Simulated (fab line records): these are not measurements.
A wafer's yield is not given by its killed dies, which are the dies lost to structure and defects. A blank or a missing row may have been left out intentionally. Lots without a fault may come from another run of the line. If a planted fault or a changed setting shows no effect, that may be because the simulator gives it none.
Which tool was responsible? / flow gf180mcu / 6 lots, 18 wafers sampled, at 3 steps of a route of 602

WHAT EACH GAUGE READ, for each wafer
GF_MVSD_TW_MEAS_11.
lot=L453; measured=day 4 20:07; on=filmMetro-02; MVSD_TW=1603 1588 1590
lot=L455; measured=day 5 02:50; on=filmMetro-03; MVSD_TW=1552 1548 1551
lot=L458; measured=day 5 20:56; on=filmMetro-02; MVSD_TW=1599 1589 1600
lot=L462; measured=day 6 21:46; on=filmMetro-02; MVSD_TW=1787 1779 1781
lot=L464; measured=day 7 06:58; on=filmMetro-03; MVSD_TW=1724 1717 1719
lot=L471; measured=day 9 02:23; on=filmMetro-04; MVSD_TW=1592 1594 1604

WHICH TOOL RAN EACH LOT (tool, then ch and the chambers of the sampled wafers, then the start)
lot=L453; GF_STI_ETCH_13=rieDiel-04 ch 0,3, day 2 08:24; GF_MVSD_IMPLANT_08=implanter-04 ch 0, day 4 19:44
lot=L455; GF_STI_ETCH_13=rieDiel-03 ch 0,1,3, day 2 16:54; GF_MVSD_IMPLANT_08=implanter-01 ch 0, day 5 02:26
lot=L458; GF_STI_ETCH_13=rieDiel-03 ch 0,1,3, day 3 08:25; GF_MVSD_IMPLANT_08=implanter-02 ch 0, day 5 20:32
lot=L462; GF_STI_ETCH_13=rieDiel-04 ch 1,3, day 4 06:47; GF_MVSD_IMPLANT_08=implanter-01 ch 0, day 6 21:23
lot=L464; GF_STI_ETCH_13=rieDiel-02 ch 0,2,3, day 4 16:11; GF_MVSD_IMPLANT_08=implanter-01 ch 0, day 7 06:34
lot=L471; GF_STI_ETCH_13=rieDiel-03 ch 0,2, day 6 05:35; GF_MVSD_IMPLANT_08=implanter-04 ch 0, day 9 01:59
- GF_STI_ETCH_13: etches the open film in CHF3/O2, stops on Si, target depth 282.31 nm, time 112.9 s.
- GF_MVSD_IMPLANT_08

THE ANSWER, worked out from the rows above alone
Rule: the lots themselves supply what counts as usual. The widest of any qualifying gaps counts: lots, ordered by their means at a reading, are off when they make up no more than a third of the lots, leave a main group of 4 or more, and stand apart from it by 3 or more times the standard deviation of that group's means. A main group is skipped when, at the precision printed for the reading in the tables above, its means are all equal. A lot without any number at a reading at which 4 lots or more have one is off too. All remaining lots with rows at the step are treated as sound.
Off: at GF_MVSD_TW_MEAS_11 (MVSD_TW), L462, L464. The main group: mean 1584, standard deviation 20.
If a tool, at a process step before that reading, ran all the lots that are off and no sound lot after the first of them, it fits. Gauges at GF_MVSD_TW_MEAS_11: tried the same way as those tools. One candidate fits, namely implanter-01 at GF_MVSD_IMPLANT_08. A fault onset in the window from L455 (day 5 02:26, its last sound lot) to L462 (day 6 21:23, its first lot off) fits.

WHAT THE SIMULATOR HAD PUT IN
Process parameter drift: implanter-01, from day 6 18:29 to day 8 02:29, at GF_MVSD_IMPLANT_08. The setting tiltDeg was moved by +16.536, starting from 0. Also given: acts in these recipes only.
Shown lots that were struck: L462, L464. This agrees with what the rule above found.
